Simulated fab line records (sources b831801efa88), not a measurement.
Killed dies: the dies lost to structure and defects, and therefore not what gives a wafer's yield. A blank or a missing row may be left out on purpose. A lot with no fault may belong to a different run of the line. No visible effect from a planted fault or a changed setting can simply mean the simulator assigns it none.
Shared-tool check + flow sky130 + Sampled: 12 lots, 36 wafers

## WHAT PROMPTED THE OPENING
3 of 12 lots carry a flag on the reading LDD_LDN_TW at SKY_LDD_LDN_TW_MEAS_13. Wafers without a fault read 1479, standard deviation 12.
Rule: a lot is flagged in two cases, either no wafer of it has a number, or all its wafers with numbers fall more than 4 standard deviations from that mean. As for the other lots, they are considered sound.

| lot  | measured     | on           | LDD_LDN_TW, wafer by wafer | flag    |
|------|--------------|--------------|----------------------------|---------|
| L658 | day 22 02:37 | filmMetro-03 | 1474 1477 1468             |         |
| L659 | day 23 06:35 | filmMetro-02 | 1496 1491 1492             |         |
| L661 | day 24 12:19 | filmMetro-03 | 1483 1479 1487             |         |
| L663 | day 25 06:30 | filmMetro-02 | 1489 1503 1495             |         |
| L664 | day 25 21:12 | filmMetro-02 | 1496 1493 1500             |         |
| L668 | day 26 12:03 | filmMetro-04 | 1469 1467 1461             |         |
| L671 | day 28 12:41 | filmMetro-02 | 1592 1602 1594             | FLAGGED |
| L669 | day 28 13:58 | filmMetro-02 | 1488 1488 1492             |         |
| L672 | day 28 16:47 | filmMetro-03 | 1593 1587 1589             | FLAGGED |
| L673 | day 28 18:19 | filmMetro-03 | 1589 1582 1590             | FLAGGED |
| L679 | day 30 04:17 | filmMetro-04 | 1467 1470 1464             |         |
| L680 | day 30 10:28 | filmMetro-04 | 1468 1471 1469             |         |
Average over the flagged lots: 1591; offset from the usual +112, equal to +9 standard deviations.

## LOT BY LOT: THE TOOL USED
Before the reading, the record contains 3 process steps out of a 708-step route. Every cell lists first the tool, next ch and the chambers used by the sampled wafers, and last the start.
| lot  | flag    | SKY_LDD_HVP_STRIP_09                | SKY_LDD_LDN_IMPLANT_09          | SKY_LDD_LDN_STRIP_12                |
|------|---------|-------------------------------------|---------------------------------|-------------------------------------|
| L658 |         | plasmaAsher-02 ch 0,1, day 20 20:11 | implanter-01 ch 0, day 22 02:04 | plasmaAsher-04 ch 0,1, day 22 02:31 |
| L659 |         | plasmaAsher-03 ch 1, day 21 23:37   | implanter-04 ch 0, day 23 06:02 | plasmaAsher-04 ch 0,1, day 23 06:29 |
| L661 |         | plasmaAsher-03 ch 0,1, day 23 05:07 | implanter-04 ch 0, day 24 11:46 | plasmaAsher-03 ch 0,1, day 24 12:13 |
| L663 |         | plasmaAsher-01 ch 0,1, day 23 23:25 | implanter-04 ch 0, day 25 05:57 | plasmaAsher-04 ch 0,1, day 25 06:24 |
| L664 |         | plasmaAsher-03 ch 0,1, day 24 13:55 | implanter-02 ch 0, day 25 20:39 | plasmaAsher-03 ch 0,1, day 25 21:06 |
| L668 |         | plasmaAsher-03 ch 0,1, day 25 06:18 | implanter-02 ch 0, day 26 11:32 | plasmaAsher-01 ch 0,1, day 26 11:58 |
| L671 | FLAGGED | plasmaAsher-01 ch 0,1, day 27 07:13 | implanter-01 ch 0, day 28 11:49 | plasmaAsher-01 ch 0,1, day 28 12:35 |
| L669 |         | plasmaAsher-01 ch 0,1, day 27 08:58 | implanter-01 ch 0, day 28 13:25 | plasmaAsher-03 ch 0,1, day 28 13:52 |
| L672 | FLAGGED | plasmaAsher-01 ch 0,1, day 27 10:28 | implanter-04 ch 0, day 28 15:44 | plasmaAsher-03 ch 0,1, day 28 16:41 |
| L673 | FLAGGED | plasmaAsher-01 ch 0, day 27 12:47   | implanter-04 ch 0, day 28 17:27 | plasmaAsher-04 ch 0,1, day 28 18:13 |
| L679 |         | plasmaAsher-01 ch 0,1, day 28 23:19 | implanter-02 ch 0, day 30 03:46 | plasmaAsher-04 ch 0,1, day 30 04:12 |
| L680 |         | plasmaAsher-01 ch 0,1, day 29 05:13 | implanter-04 ch 0, day 30 09:55 | plasmaAsher-01 ch 0,1, day 30 10:22 |
What these steps do:
- SKY_LDD_HVP_STRIP_09: strips in O2/N2.
- SKY_LDD_LDN_IMPLANT_09
- SKY_LDD_LDN_STRIP_12: strips in O2/N2.
- SKY_LDD_LDN_TW_MEAS_13

## FLAGGED AGAINST TOTAL, ONE TOOL AT A TIME (gauges that did the reading follow at the end)
| step                   | tool           | lots run | flagged | share of the flagged lots | sound lots run after its first flagged lot |
|------------------------|----------------|----------|---------|---------------------------|--------------------------------------------|
| SKY_LDD_HVP_STRIP_09   | plasmaAsher-01 | 7        | 3       | all                       | 3 (L669,L679,L680)                         |
| SKY_LDD_HVP_STRIP_09   | plasmaAsher-02 | 1        | 0       | none                      | -                                          |
| SKY_LDD_HVP_STRIP_09   | plasmaAsher-03 | 4        | 0       | none                      | -                                          |
| SKY_LDD_LDN_IMPLANT_09 | implanter-01   | 3        | 1       | some                      | 1 (L669)                                   |
| SKY_LDD_LDN_IMPLANT_09 | implanter-02   | 3        | 0       | none                      | -                                          |
| SKY_LDD_LDN_IMPLANT_09 | implanter-04   | 6        | 2       | some                      | 1 (L680)                                   |
| SKY_LDD_LDN_STRIP_12   | plasmaAsher-01 | 3        | 1       | some                      | 1 (L680)                                   |
| SKY_LDD_LDN_STRIP_12   | plasmaAsher-03 | 4        | 1       | some                      | 0                                          |
| SKY_LDD_LDN_STRIP_12   | plasmaAsher-04 | 5        | 1       | some                      | 1 (L679)                                   |
| SKY_LDD_LDN_TW_MEAS_13 | filmMetro-02   | 5        | 1       | some                      | 1 (L669)                                   |
| SKY_LDD_LDN_TW_MEAS_13 | filmMetro-03   | 4        | 2       | some                      | 0                                          |
| SKY_LDD_LDN_TW_MEAS_13 | filmMetro-04   | 3        | 0       | none                      | -                                          |

## WHAT THE TABLE PERMITS
All flagged lots share 1 row of the table, namely plasmaAsher-01 at SKY_LDD_HVP_STRIP_09.
- plasmaAsher-01 at SKY_LDD_HVP_STRIP_09: 3 of its 7 lots flagged. Sound lots ran on it after the first flagged one (L669, L679, L680), which a lasting fault on the whole tool wouldn't allow.
There is no row in the table that ran each flagged lot and no sound lot after the first.

## WHAT WAS PUT IN BY THE SIMULATOR
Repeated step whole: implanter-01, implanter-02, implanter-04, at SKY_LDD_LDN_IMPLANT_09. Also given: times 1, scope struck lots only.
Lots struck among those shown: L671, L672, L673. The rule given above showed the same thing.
